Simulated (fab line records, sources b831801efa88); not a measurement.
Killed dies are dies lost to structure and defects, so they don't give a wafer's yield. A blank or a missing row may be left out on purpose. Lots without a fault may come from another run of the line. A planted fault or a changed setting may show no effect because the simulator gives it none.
Problem report in the 8D (eight disciplines) form, filled by code | flow sky130 | the parts of the form that need people (team, actions taken, sign-off) are left out

1. THE PROBLEM
LDD_N_TW at SKY_LDD_N_TW_MEAS_17 reads a mean of 2855 on 6 wafers of 2 lots; wafers without a fault read 2585 with a standard deviation of 29. That is +9.3 standard deviations from the usual mean.
First seen on wafer L380.2, day 24 13:25, on film_metro-02. The record holds 42 wafers of 14 lots with a number at this step. Rule for "out", or "out of limits": more than 4 standard deviations from the usual mean. The other wafers with a number count as sound.

2. WHAT IT IS AND WHAT IT IS NOT
question                    | is                           | is not
which readings at this step | LDD_N_TW                     | -
which lots                  | L380, L382                   | L362, L363, L364, L366, L367, L370, L371, L372, L379, L383, L384, L385
which wafers of those lots  | all that have a number       | -
read on which gauges        | film_metro-02, film_metro-04 | film_metro-03
when                        | from day 24 13:25            | up to then (27 sound wafers); but 9 sound wafers of L383, L384, L385 came after

3. SUSPECTS, AND WHAT RULES EACH OUT
Counting: a tool at a process step up to the reading stays a suspect if it ran every lot that is out and no sound lot after the first of them.
- the gauge at SKY_LDD_N_TW_MEAS_17: ruled out. The wafers that are out were read on 2 gauges (film_metro-02, film_metro-04).
- implanter-01 at SKY_LDD_N_IMPLANT_10: kept. It ran every lot that is out, first L380 (day 24 12:26), and no sound lot after that; its last sound lot up to then is L379 (day 24 10:44). Its own readings are out on those wafers: beam_on_s, dose_ions_cm2, faraday_current_uA.
- plasma_asher-02 at SKY_LDD_N_STRIP_16 (strips in O2/N2): ruled out as a lasting fault. Sound lots L383, L385 ran on it after its first lot that is out, L380 (day 24 13:18).
Left after counting: implanter-01 at SKY_LDD_N_IMPLANT_10.

4. THE CAUSE (what the simulator had put in)
Process parameter drift: implanter-01, from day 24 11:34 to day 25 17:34, at SKY_LDD_N_IMPLANT_10. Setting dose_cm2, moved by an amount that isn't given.
Counting left only this tool.

5. THE CHAIN OF EFFECTS, in route order
Each row: a reading whose mean over the struck wafers that have a number lies more than 3 standard deviations from the usual. Only readings for which the record gives a usual standard deviation are gone through. hours: the time from each lot's start at the first step in this table that gives one to its start at this step, as a median over the lots. sigmas: the change in usual standard deviations.
hours | step                 | reading                  | usual   | on struck wafers | change   | sigmas
0     | SKY_LDD_N_IMPLANT_10 | beam_on_s                | 10.00 s | 33.35            | +23.35   | +99 or more
0     | SKY_LDD_N_IMPLANT_10 | dose_ions_cm2            | 7.5e+13 | 3.5e+14          | +2.7e+14 | +99 or more
0     | SKY_LDD_N_IMPLANT_10 | faraday_current_uA       | 423     | 583              | +160     | +19
1     | SKY_LDD_N_STRIP_16   | strip_time_to_endpoint_s | 4.319 s | 5.005            | +0.686   | +49
1     | SKY_LDD_N_TW_MEAS_17 | LDD_N_TW                 | 2585    | 2855             | +270     | +9.3
The process steps in it:
- SKY_LDD_N_IMPLANT_10
- SKY_LDD_N_STRIP_16: strips in O2/N2.

6. WHAT WOULD HAVE CAUGHT IT SOONER
In this record the first reading out of limits at a measuring or inspecting step was taken at day 24 13:25, 2 hours after the fault began at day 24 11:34.
The tool's own readings at SKY_LDD_N_IMPLANT_10 were out on every struck wafer that the step has a row for (beam_on_s, dose_ions_cm2, faraday_current_uA): an alarm limit on them would have fired on the first of those.
Of the lots that are out (2), L382 began SKY_LDD_N_IMPLANT_10 on implanter-01 after day 24 13:25. A hold on the tool at that time would have spared it.
